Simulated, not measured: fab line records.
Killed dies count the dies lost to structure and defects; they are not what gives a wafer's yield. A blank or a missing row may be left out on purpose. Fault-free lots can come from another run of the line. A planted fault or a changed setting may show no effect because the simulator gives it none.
fab line records | flow sky130
record: lots: 14 | wafers: 42 | last-day: 50
route steps=708 shown CONTACT@429 PAD_OPEN@708
lots untouched by any fault: they come from a run of this same line in which no faults occurred
start-h: hours from the record's opening day to when the first of the lot's shown wafers began | wait-h: time in hours since the lot's previous step | " same as the row above | L1.1+2: one row covering several wafers at once | - no value present, or no start provided | * or withheld: withheld | < > ~ a bound
route shown NAME@n: names a module that has steps shown in the file, with the first one's number in the route | usual: mean and standard deviation over wafers with no fault | same: alike in all rows | chamber/n: place in a boat | sites: each site's reading | _std_site: standard deviation of those values | _edge_site: outer sites' mean less inner sites' | radius-mm: for every site, how far away it sits from the centre of the wafer | mask NAME#n: copy n | behind: the tool/chamber that last shaped the wafer | hold: what put the lot on hold/how long, in hours/how the hold closed | device: the n, p or np transistor that did not switch | end of line: at the end of the route, the tests of the same wafers | a step given without rows: its recipe and nothing more | killed: the dies lost at the first sort to structure and to defects; this is not the yield of the wafer | map: dies across one wafer; x = killed, . = not, _ = none there
set.NAME: setting as actually run; set.NAME@STEP: the setting as run at that earlier step | model.NAME: the simulator's own value behind a step, which no gauge read
one table for each step of the route and one row for each wafer, over a sample of lots
services: when a tool's chamber went out of use (start-h, in hours from the record's first day, below 0 if earlier), for how many hours, and the reason
== steps ==
step: SKY_CONTACT_SPUTTER_23
recipe: material: TiN | target-thk-nm: 20 | chamber-pressure-pa: 5 | power-w: 4000 | time-s: 80
usual: cathode-dc-power-W: 4000.0/0.72 | chamber-pressure-pa: 5.000/0.0099 | throttle-valve-pct: 30.4/1.2
lot.wafer | tool           | chamber | start-h | wait-h | cathode-dc-power-W | chamber-pressure-pa | throttle-valve-pct
L431.1    | pvd-sputter-02 | -       | 741.64  | 0.0    | 3999.2             | 5.002               | 29.8
L431.3    | "              | -       | "       | "      | 4000.3             | 4.992               | 28.0
L431.6    | "              | -       | "       | "      | 4000.1             | 5.001               | 28.1
L433.1    | pvd-sputter-02 | -       | 753.11  | 0.0    | 4000.8             | 5.004               | 27.9
L433.2    | "              | -       | "       | "      | 4001.9             | 4.995               | 30.2
L433.5    | "              | -       | "       | "      | 4001.6             | 5.010               | 30.0
L437.1    | pvd-sputter-02 | -       | 789.78  | 0.0    | -                  | -                   | -
L437.2    | "              | -       | "       | "      | -                  | -                   | -
L437.3    | "              | -       | "       | "      | -                  | -                   | -
L438.3    | pvd-sputter-04 | -       | 792.37  | 0.0    | -                  | -                   | -
L438.4    | "              | -       | "       | "      | -                  | -                   | -
L438.6    | "              | -       | "       | "      | -                  | -                   | -
L445.1    | pvd-sputter-02 | -       | 841.90  | 0.0    | 4000.2             | 5.018               | 30.1
L445.5    | "              | -       | "       | "      | 3999.7             | 4.994               | 27.9
L445.6    | "              | -       | "       | "      | 3999.1             | 5.019               | 29.9
L446.3    | pvd-sputter-04 | -       | 851.94  | 0.0    | 3999.8             | 4.998               | 31.4
L446.4    | "              | -       | "       | "      | 3999.7             | 4.981               | 30.8
L446.5    | "              | -       | "       | "      | 4001.3             | 5.015               | 30.1
L447.2    | pvd-sputter-02 | -       | 861.93  | 0.0    | 3999.7             | 5.004               | 31.2
L447.3    | "              | -       | "       | "      | 3999.8             | 4.986               | 29.8
L447.6    | "              | -       | "       | "      | 4000.8             | 5.004               | 31.5
L448.1    | pvd-sputter-03 | -       | 868.30  | 0.0    | 4000.9             | 5.001               | 28.7
L448.5    | "              | -       | "       | "      | 3998.9             | 4.986               | 31.5
L448.6    | "              | -       | "       | "      | 4000.4             | 5.005               | 28.9
L449.2    | pvd-sputter-03 | -       | 878.22  | 0.0    | 4000.3             | 4.995               | 29.0
L449.5    | "              | -       | "       | "      | 4000.3             | 5.000               | 30.9
L449.6    | "              | -       | "       | "      | 4000.4             | 5.000               | 28.9
L450.1    | pvd-sputter-04 | -       | 882.11  | 0.0    | 3999.0             | 4.986               | 30.8
L450.3    | "              | -       | "       | "      | 4000.1             | 4.998               | 31.2
L450.4    | "              | -       | "       | "      | 3998.8             | 4.996               | 32.4
L451.2    | pvd-sputter-04 | -       | 887.11  | 0.0    | 4000.8             | 4.988               | 31.2
L451.4    | "              | -       | "       | "      | 3999.8             | 5.007               | 30.0
L451.5    | "              | -       | "       | "      | 4000.4             | 5.012               | 32.5
L452.2    | pvd-sputter-04 | -       | 894.03  | 0.0    | 4000.3             | 5.011               | 30.1
L452.4    | "              | -       | "       | "      | 3999.5             | 4.988               | 30.7
L452.6    | "              | -       | "       | "      | 3999.9             | 5.009               | 30.2
L453.4    | pvd-sputter-03 | -       | 906.67  | 0.0    | 3999.6             | 4.987               | 28.9
L453.5    | "              | -       | "       | "      | 3999.0             | 5.010               | 29.0
L453.6    | "              | -       | "       | "      | 4000.0             | 4.988               | 31.1
L454.1    | pvd-sputter-03 | -       | 907.73  | 0.0    | 4000.6             | 5.007               | 31.3
L454.4    | "              | -       | "       | "      | 3999.7             | 5.015               | 28.5
L454.5    | "              | -       | "       | "      | 4001.3             | 4.993               | 31.5
step: SKY_PAD_OPEN_PROBE_99
usual: killed_at_M0_to_M3: 43/6.6 | killed_at_M4_up: 3.4/1.8 | killed-at-contacts: 24/4.9 | killed-at-front-end: 15/4.1 | killed-at-other: 0.3/0.55 | killed-dies: 85/8.8 | killed-on-rim: 17/3.7 | killed-open: 46/6.1 | killed-short: 39/5.7
same: gross-dies: 492 | killed-at-back-side: 0
lot.wafer | tool      | chamber | start-h | wait-h | killed_at_M0_to_M3 | killed_at_M4_up | killed-at-contacts | killed-at-front-end | killed-at-other | killed-dies | killed-on-rim | killed-open | killed-short
L437.1    | prober-02 | -       | 1119.98 | 0.1    | 35                 | 4               | 439                | 14                  | 0               | 492         | 96            | 35          | 39
L437.2    | prober-02 | -       | 1120.03 | 0.1    | 44                 | 0               | 433                | 14                  | 1               | 492         | 96            | 45          | 40
L437.3    | prober-02 | -       | 1120.08 | 0.2    | 44                 | 5               | 426                | 17                  | 0               | 492         | 96            | 46          | 42
L438.3    | prober-01 | -       | 1121.82 | 0.2    | 42                 | 3               | 430                | 16                  | 1               | 492         | 96            | 39          | 42
L438.4    | prober-01 | -       | 1121.87 | 0.2    | 38                 | 1               | 440                | 11                  | 2               | 492         | 96            | 46          | 38
L438.6    | prober-01 | -       | 1121.97 | 0.2    | 43                 | 6               | 427                | 15                  | 1               | 492         | 96            | 53          | 43
L447.2    | prober-02 | -       | 1167.98 | 0.1    | 37                 | 3               | 24                 | 20                  | 0               | 84          | 14            | 45          | 39
L447.3    | prober-02 | -       | 1168.03 | 0.2    | 45                 | 6               | 17                 | 14                  | 0               | 82          | 12            | 40          | 42
L447.6    | prober-02 | -       | 1168.18 | 0.2    | 38                 | 4               | 21                 | 18                  | 0               | 81          | 14            | 47          | 34
L448.1    | prober-01 | -       | 1174.40 | 0.1    | 45                 | 5               | 19                 | 14                  | 0               | 83          | 20            | 46          | 37
L448.5    | prober-01 | -       | 1174.60 | 0.2    | 29                 | 4               | 29                 | 22                  | 0               | 84          | 18            | 50          | 34
L448.6    | prober-01 | -       | 1174.65 | 0.2    | 33                 | 2               | 27                 | 18                  | 0               | 80          | 12            | 45          | 35
L449.2    | prober-02 | -       | 1182.06 | 0.1    | 48                 | 8               | 28                 | 20                  | 0               | 104         | 20            | 50          | 54
L449.5    | prober-02 | -       | 1182.21 | 0.2    | 41                 | 7               | 28                 | 17                  | 1               | 94          | 19            | 49          | 43
L449.6    | prober-02 | -       | 1182.26 | 0.2    | 44                 | 3               | 18                 | 17                  | 0               | 82          | 11            | 41          | 41
L450.1    | prober-01 | -       | 1183.51 | 0.1    | 41                 | 3               | 14                 | 11                  | 0               | 69          | 13            | 37          | 32
L450.3    | prober-01 | -       | 1183.61 | 0.2    | 38                 | 3               | 19                 | 12                  | 1               | 73          | 18            | 32          | 41
L450.4    | prober-01 | -       | 1183.66 | 0.2    | 58                 | 3               | 25                 | 13                  | 0               | 99          | 24            | 49          | 50
L452.2    | prober-01 | -       | 1188.33 | 0.1    | 36                 | 4               | 20                 | 13                  | 0               | 73          | 13            | 46          | 27
L452.4    | prober-01 | -       | 1188.43 | 0.2    | 43                 | 4               | 19                 | 11                  | 0               | 77          | 15            | 43          | 34
L452.6    | prober-01 | -       | 1188.53 | 0.2    | 39                 | 2               | 21                 | 15                  | 0               | 77          | 18            | 42          | 35
killed by level:class
L437.1 CONTACT:area-sputter=417 CONTACT:geometric-particle:open=11 METAL1:geometric-particle:short=9 VIA2:geometric-particle:open=6 LI_CONTACT:geometric-particle:open=5 FIELD_ISO:geometric-particle:open=4 METAL3:geometric-particle:short=4 METAL4:geometric-particle:short=4
L437.2 CONTACT:area-sputter=407 VIA1:geometric-particle:open=13 CONTACT:geometric-particle:open=11 METAL1:geometric-particle:short=7 CONTACT:geometric-particle:short=5 VIA2:geometric-particle:short=5 VIA2:geometric-particle:open=5 FIELD_ISO:geometric-particle:short=4
L437.3 CONTACT:area-sputter=401 VIA1:geometric-particle:open=14 CONTACT:geometric-particle:short=8 FIELD_ISO:geometric-particle:short=7 FIELD_ISO:geometric-particle:open=6 VIA3:geometric-particle:open=5 CONTACT:geometric-particle:open=5 METAL4:geometric-particle:short=5
L438.3 CONTACT:area-sputter=410 LOCAL_INTERCONNECT:geometric-particle:short=8 VIA1:geometric-particle:short=7 CONTACT:geometric-particle:open=6 VIA3:geometric-particle:open=6 VIA1:geometric-particle:open=6 METAL2:geometric-particle:short=6 FIELD_ISO:geometric-particle:open=5
L438.4 CONTACT:area-sputter=407 CONTACT:geometric-particle:open=14 LI_CONTACT:geometric-particle:open=7 LOCAL_INTERCONNECT:geometric-particle:short=6 VIA2:geometric-particle:open=6 METAL1:geometric-particle:short=5 VIA1:geometric-particle:open=5 FIELD_ISO:geometric-particle:open=4
L438.6 CONTACT:area-sputter=393 CONTACT:geometric-particle:open=14 LI_CONTACT:geometric-particle:open=9 VIA1:geometric-particle:open=8 METAL2:geometric-particle:short=7 LOCAL_INTERCONNECT:geometric-particle:short=6 METAL1:geometric-particle:short=5 VIA3:geometric-particle:open=5
L447.2 VIA1:geometric-particle:open=9 VIA2:geometric-particle:open=8 LOCAL_INTERCONNECT:geometric-particle:short=7 LI_CONTACT:geometric-particle:open=6 FIELD_ISO:geometric-particle:short=5 FIELD_ISO:geometric-particle:open=4 LI_CONTACT:geometric-particle:short=4 METAL1:geometric-particle:short=4
L447.3 METAL2:geometric-particle:short=11 CONTACT:geometric-particle:open=7 VIA1:geometric-particle:open=7 VIA2:geometric-particle:open=7 LI_CONTACT:geometric-particle:open=5 POLY_GATE:geometric-particle:short=5 METAL1:geometric-particle:short=5 VIA3:geometric-particle:open=5
L447.6 CONTACT:geometric-particle:open=10 VIA2:geometric-particle:open=8 VIA1:geometric-particle:open=6 FIELD_ISO:geometric-particle:open=5 FIELD_ISO:geometric-particle:short=4 VIA3:geometric-particle:open=4 CONTACT:geometric-particle:short=4 METAL2:geometric-particle:short=4
L448.1 VIA1:geometric-particle:open=8 VIA2:geometric-particle:open=7 VIA3:geometric-particle:open=6 VIA1:geometric-particle:short=6 METAL2:geometric-particle:short=6 POLY_GATE:geometric-particle:open=5 LI_CONTACT:geometric-particle:open=5 LOCAL_INTERCONNECT:geometric-particle:short=5
L448.5 CONTACT:geometric-particle:open=12 CONTACT:geometric-particle:short=9 VIA2:geometric-particle:open=9 VIA1:geometric-particle:open=8 FIELD_ISO:geometric-particle:short=6 FIELD_ISO:geometric-particle:open=5 POLY_GATE:geometric-particle:open=5 LI_CONTACT:geometric-particle:open=4
L448.6 CONTACT:geometric-particle:open=10 VIA1:geometric-particle:open=9 FIELD_ISO:geometric-particle:short=6 LI_CONTACT:geometric-particle:open=6 FIELD_ISO:geometric-particle:open=5 VIA2:geometric-particle:short=5 VIA2:geometric-particle:open=5 LOCAL_INTERCONNECT:geometric-particle:short=4
L449.2 LI_CONTACT:geometric-particle:open=9 CONTACT:geometric-particle:open=9 VIA1:geometric-particle:short=9 VIA3:geometric-particle:open=8 METAL1:geometric-particle:short=7 VIA1:geometric-particle:open=6 METAL4:geometric-particle:short=5 POLY_GATE:geometric-particle:open=5
L449.5 VIA1:geometric-particle:open=15 CONTACT:geometric-particle:open=10 VIA2:geometric-particle:open=8 LOCAL_INTERCONNECT:geometric-particle:short=7 METAL4:geometric-particle:short=6 CONTACT:geometric-particle:short=5 FIELD_ISO:geometric-particle:short=4 POLY_GATE:geometric-particle:short=4
L449.6 METAL1:geometric-particle:short=9 POLY_GATE:geometric-particle:short=7 VIA3:geometric-particle:open=7 VIA2:geometric-particle:open=6 CONTACT:geometric-particle:open=6 CONTACT:geometric-particle:short=5 POLY_GATE:geometric-particle:open=4 METAL2:geometric-particle:short=4
L450.1 METAL1:geometric-particle:short=9 VIA2:geometric-particle:open=7 LI_CONTACT:geometric-particle:open=6 VIA3:geometric-particle:open=6 POLY_GATE:geometric-particle:open=4 CONTACT:geometric-particle:open=4 VIA2:geometric-particle:short=4 METAL2:geometric-particle:short=3
L450.3 CONTACT:geometric-particle:open=8 VIA1:geometric-particle:open=7 VIA1:geometric-particle:short=6 VIA2:geometric-particle:open=6 VIA2:geometric-particle:short=5 FIELD_ISO:geometric-particle:short=4 POLY_GATE:geometric-particle:short=4 LI_CONTACT:geometric-particle:open=4
L450.4 METAL2:geometric-particle:short=12 CONTACT:geometric-particle:open=11 METAL1:geometric-particle:short=10 VIA2:geometric-particle:open=9 VIA1:geometric-particle:open=8 VIA3:geometric-particle:short=6 FIELD_ISO:geometric-particle:open=5 POLY_GATE:geometric-particle:short=5
L452.2 CONTACT:geometric-particle:open=11 POLY_GATE:geometric-particle:short=7 LI_CONTACT:geometric-particle:open=7 VIA3:geometric-particle:open=7 VIA1:geometric-particle:open=7 VIA2:geometric-particle:open=6 POLY_GATE:geometric-particle:open=4 VIA1:geometric-particle:short=4
L452.4 VIA1:geometric-particle:open=13 CONTACT:geometric-particle:short=7 CONTACT:geometric-particle:open=5 METAL1:geometric-particle:short=5 VIA1:geometric-particle:short=5 VIA2:geometric-particle:open=5 VIA3:geometric-particle:open=5 FIELD_ISO:geometric-particle:short=4
L452.6 VIA1:geometric-particle:open=9 CONTACT:geometric-particle:open=8 FIELD_ISO:geometric-particle:open=5 POLY_GATE:geometric-particle:short=5 LI_CONTACT:geometric-particle:open=5 VIA3:geometric-particle:open=5 METAL1:geometric-particle:short=4 METAL2:geometric-particle:short=4
== services ==
tool           | chamber | start-h | hours | kind
pvd-sputter-03 | 2       | 736.07  | -     | consumable-replace:kit
pvd-sputter-03 | 2       | 736.07  | 18.0  | scheduled-down
pvd-sputter-03 | 2       | 736.07  | 18.0  | vent-cycle
pvd-sputter-04 | -       | 778.28  | 4.7   | repair
pvd-sputter-03 | -       | 782.58  | 0.6   | repair
pvd-sputter-04 | -       | 820.84  | 3.4   | repair
pvd-sputter-03 | -       | 825.43  | 1.4   | repair
pvd-sputter-03 | -       | 861.83  | 2.8   | repair
pvd-sputter-03 | 1       | 884.70  | -     | consumable-replace:kit
pvd-sputter-03 | 1       | 884.70  | 18.0  | scheduled-down
pvd-sputter-03 | 1       | 884.70  | 18.0  | vent-cycle
pvd-sputter-02 | -       | 892.11  | 14.9  | repair
== key ==
first-sign: step: SKY_CONTACT_SPUTTER_23 | reading: tool-record | direction: missing
effect: step: SKY_PAD_OPEN_PROBE_99 | reading: killed-at-contacts | direction: up | sigmas: 83 | usual: 24 | struck: 432
more-kills-born-at: SKY_CONTACT_SPUTTER_23@pvd-sputter-02: 1224 | SKY_CONTACT_SPUTTER_23@pvd-sputter-04: 1209
met-at SKY_CONTACT_SPUTTER_23
struck-lots L437,L438
later-rows-left-out L437.1,L437.2,L437.3,L438.3,L438.4,L438.6
tester-left-out L437,L438
onset-between 753.11 789.78
fault: kind: skipped-step-whole | tool: pvd-sputter-02,pvd-sputter-04 | chamber: - | onset-h: 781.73 | steps: SKY_CONTACT_SPUTTER_23 | scope: struck-lots-only
tester-left-out: of these lots the tester's yield and bins aren't shown, on N5 and GAA mostly nor the transistor test; their killed dies are dies lost to structure and defects alone, not to doping, threshold or leakage, so they don't give the yield
later-rows-left-out: the simulator's readings of these wafers behind a module that went badly wrong aren't trusted and aren't shown, but for the sort
